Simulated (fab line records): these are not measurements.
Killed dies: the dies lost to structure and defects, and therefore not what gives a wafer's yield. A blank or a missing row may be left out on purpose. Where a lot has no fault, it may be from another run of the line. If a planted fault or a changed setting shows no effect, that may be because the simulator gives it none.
One fault through the eyes of 2 desks    flow gf180mcu    every desk sees just its own numbers, and what lay behind them comes last

THE METROLOGY DESK
What the gauges read, lot by lot, whatever tool the lot ran on: means of the sampled wafers that have a number. If a lot's mean is further than 4 standard deviations from the usual mean, the lot is out of limits and carries the mark OUT (the distance appears in the brackets).
Columns: A = NWELL_RS at GF_VT_IMPLANT_RS_MEAS_47, usual 488.4 ohm/sq; B = M3_ALCU_THK at GF_M3_THK_MEAS_06, usual 448 nm
lot   first seen here  A                 B
L327  day 7 12:32      489.5             448
L328  day 7 19:55      488.7             447
L329  day 8 03:50      487.7             452
L331  day 8 14:55      488.5             444
L333  day 9 05:05      487.5             441
L334  day 9 14:52      488.0             453
L336  day 10 03:21     487.7             449
L337  day 10 09:38     487.8             448
L341  day 11 13:14     488.5             444
L342  day 11 19:49     487.5             442
L343  day 12 01:55     488.5             446
L347  day 13 02:20     481.1 (-7.3) OUT  453
L348  day 13 08:31     480.6 (-7.7) OUT  444
Per this desk, out of limits: L347, L348; the first was L347, day 13 02:20 (NWELL_RS at GF_VT_IMPLANT_RS_MEAS_47). In limits: L327, L328, L329, L331, L333, L334, L336, L337, L341, L342, L343.

TOOL OWNER'S DESK, implanter-03
GF_NWELL_IMPLANT_09, tool's own readings: per-lot mean of the sampled wafers with a number, covering each lot this tool ran. If a lot's mean is further than 4 standard deviations from the usual mean, the lot is out of limits and carries the mark OUT (the distance appears in the brackets).
Columns: A = beam energy keV at GF_NWELL_IMPLANT_09, usual 160.01; B = beam on s at GF_NWELL_IMPLANT_09, usual 10.02 s; C = faraday current uA at GF_NWELL_IMPLANT_09, usual 22.5
lot   first seen here  A       B                 C
L327  day 3 07:10      160.03  10.00             22.5
L328  day 3 13:02      159.98  10.01             22.5
L331  day 4 04:41      159.98  10.20             22.1
L333  day 4 16:09      159.97  10.04             22.5
L334  day 5 00:13      159.93  10.04             22.4
L347  day 7 19:58      160.02  11.12 (+5.3) OUT  20.3 (-4.7) OUT
L348  day 8 01:13      159.94  11.02 (+4.8) OUT  20.5 (-4.1) OUT
This desk's verdict: out of limits on L347, L348, starting with L347 at day 7 19:58 (beam on s at GF_NWELL_IMPLANT_09). In limits: L327, L328, L331, L333, L334.

BROUGHT TOGETHER
On L347, L348, at day 7 19:58, an alarm was possible from the tool owner's desk.
The metrology desk could have raised an alarm at day 13 02:20, on L347, L348.
On implanter-03, each named lot ran GF_NWELL_IMPLANT_09.

WHAT THE SIMULATOR HAD INSERTED
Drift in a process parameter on implanter-03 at GF_NWELL_IMPLANT_09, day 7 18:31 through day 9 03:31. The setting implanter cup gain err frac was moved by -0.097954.
Shown lots that were struck: L347, L348.
Hours from the fault's start to each desk's first reading out of limits: the tool owner's desk, 1; the metrology desk, 128.
